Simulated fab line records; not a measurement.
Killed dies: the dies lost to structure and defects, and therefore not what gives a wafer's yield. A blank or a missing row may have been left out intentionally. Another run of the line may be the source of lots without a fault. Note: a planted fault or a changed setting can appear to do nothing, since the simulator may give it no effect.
A lot that was struck, set against a sound lot | flow sky130 | 17 out of 708 route steps
Sound: wafers L615.2, L615.3, L615.4. Struck: wafers L618.3, L618.4, L618.5. The cause comes at the end.
Per side, at each step with rows, come the tool, then ch with its chambers, and then its first start. Under that, the readings that differ: sound wafers | struck wafers | difference of the means | sigmas: that difference in standard deviations of wafers without a fault.
alike: a reading whose means differ by less than 2 such deviations, as well as words and numbers matching on both sides. not compared: withheld readings; readings where some wafer has no value; bounds like >300 that might hide an equal value; numbers whose values overlap and for which the record gives no deviation.
A row with sigmas, a row that says differs or no value, or rows on one side alone: a step with any of these is where the two part. When numbers do not overlap yet have no deviation, they are printed without sigmas and do not part them. A reading that every wafer of one side lacks parts them only if that side has two wafers or more.

first, 2 steps without rows for these wafers: SKY_LOCAL_INTERCONNECT_PEB_09; SKY_LOCAL_INTERCONNECT_DEVELOP_10 (develop time 60 s).
SKY_LOCAL_INTERCONNECT_CD_MEAS_11: target cd 170 nm.
  sound: cd_sem-02 at day 31 09:52; struck: cd_sem-02 at day 31 23:25
  alike: cd_nm
SKY_LOCAL_INTERCONNECT_OVL_MEAS_12:
  sound: overlay-02 at day 31 09:58; struck: overlay-02 at day 31 23:31
  alike: LOCAL_INTERCONNECT_OVL
SKY_LOCAL_INTERCONNECT_ETCH_13: etches BARC in N2/H2, stops on SiO2, time 45.9 s, target depth 60 nm.
  sound on rie_metal-03 ch 0,1, day 31 09:59; struck on rie_metal-03 ch 0,1, day 31 23:34
  alike: drypump_motor_current_A, he_backside_leak_sccm, oes_product_au, throttle_valve_pct
  not compared: rf_hours_counter_h
SKY_LOCAL_INTERCONNECT_METAL_ETCH_14: etches TiN in Cl2/BCl3, stops on PSG, target depth 110 nm, time 31.4 s.
  sound on rie_metal-03 ch 0,1, day 31 10:04; struck on rie_metal-03 ch 0,1, day 31 23:38
  alike: drypump_motor_current_A, he_backside_leak_sccm, mfc_cl2_sccm, oes_product_au, throttle_valve_pct
  not compared: rf_hours_counter_h
SKY_LOCAL_INTERCONNECT_STRIP_15: strips in O2/N2.
  sound on plasma_asher-03 ch 0,1, day 31 10:07; struck on plasma_asher-01 ch 0,1, day 31 23:43
  alike: drypump_motor_current_A, oes_product_au, strip_time_to_endpoint_s
  not compared: rf_hours_counter_h
then, 3 steps without rows for these wafers: SKY_LOCAL_INTERCONNECT_STRIP_16 (strips in post etch residue remover, time 1200 s); SKY_LOCAL_INTERCONNECT_CLEAN_17 (cleans in IPA, time 180 s); SKY_LOCAL_INTERCONNECT_CLEAN_18 (cleans in O3/DIW).
SKY_CONTACT_CVD_00: deposits Si3N4, target thk 75 nm.
  sound on pecvd-03 ch 0,2, day 31 11:08; struck on pecvd-01 ch 0,1,2, day 32 00:22
  alike: heater_power_w
SKY_CONTACT_THK_MEAS_01:
  sound: film_metro-02 at day 31 11:11; struck: film_metro-02 at day 32 00:26
  alike: CONTACT_CVD_00_THK
SKY_CONTACT_HDPCVD_02: deposits SiO2, target thk 565 nm, time 94.2 s.
  sound on hdpcvd-01 ch 1,2, day 31 11:14; struck on hdpcvd-01 ch 0,1,2, day 32 00:28
  reading                                     | sound             | struck            | difference | sigmas
  sih4_flow_sccm (sccm)                       | 60.29 60.15 59.97 | 72.50 71.93 71.96 | +11.99     | +60
  model.SiO2_of_CONTACT_HDPCVD_02.thk_nm (nm) | 563 564.1 569.4   | 685.7 681.9 681.6 | +117.6     |
SKY_CONTACT_THK_MEAS_03:
  sound: film_metro-01 at day 31 11:19; struck: film_metro-02 at day 32 00:47
  reading                 | sound       | struck      | difference | sigmas
  CONTACT_HDPCVD_THK (nm) | 563 563 569 | 685 682 682 | +118       | +20
  not compared: hold
SKY_CONTACT_CMP_04: polishes SiO2.
  sound on cmp-02 ch 1,2,3, day 31 11:22; struck on cmp-01 ch 0,1,3, day 32 06:20
  reading                 | sound             | struck                                                                     | difference                   | sigmas
  hold                    | - - -             | await_dispo/5.5h/release await_dispo/5.5h/release await_dispo/5.5h/release | no value on the sound wafers |
  edge_zone_pressure_frac | 1.008 1.010 0.998 | 0.988 1.005 0.987                                                          | -0.012                       | -2
  time_to_endpoint_s (s)  | 82 85 81          | 128 125 129                                                                | +45                          | +12
  alike: motor_current_A
SKY_CONTACT_BOW_MEAS_05:
  sound: film_metro-02 at day 31 11:42; struck: film_metro-01 at day 32 06:37
  alike: CONTACT_BOW
-- the record jumps here: 15 days lie between the struck wafers' starts before and after (it left off in module CONTACT and takes up again in module PAD_OPEN, whose first step shown is number 708 of the route) --
SKY_PAD_OPEN_PROBE_99:
  sound: prober-01 at day 46 16:57; struck: prober-01 at day 47 00:19
  reading         | sound | struck | difference | sigmas
  killed_at_other | 0 0 0 | 3 1 0  | +1         | +2
  alike: killed_at_M0_to_M3, killed_at_M4_up, killed_at_contacts, killed_at_front_end, killed_dies, killed_open, killed_short

== WHERE THEY PART ==
Earliest at SKY_CONTACT_HDPCVD_02; latest, in this record, at SKY_PAD_OPEN_PROBE_99.

WHY: whatever the simulator had introduced
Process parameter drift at SKY_CONTACT_HDPCVD_02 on hdpcvd-01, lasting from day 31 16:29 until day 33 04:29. The setting sih4_flow_sccm was moved by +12, starting from 60. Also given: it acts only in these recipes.
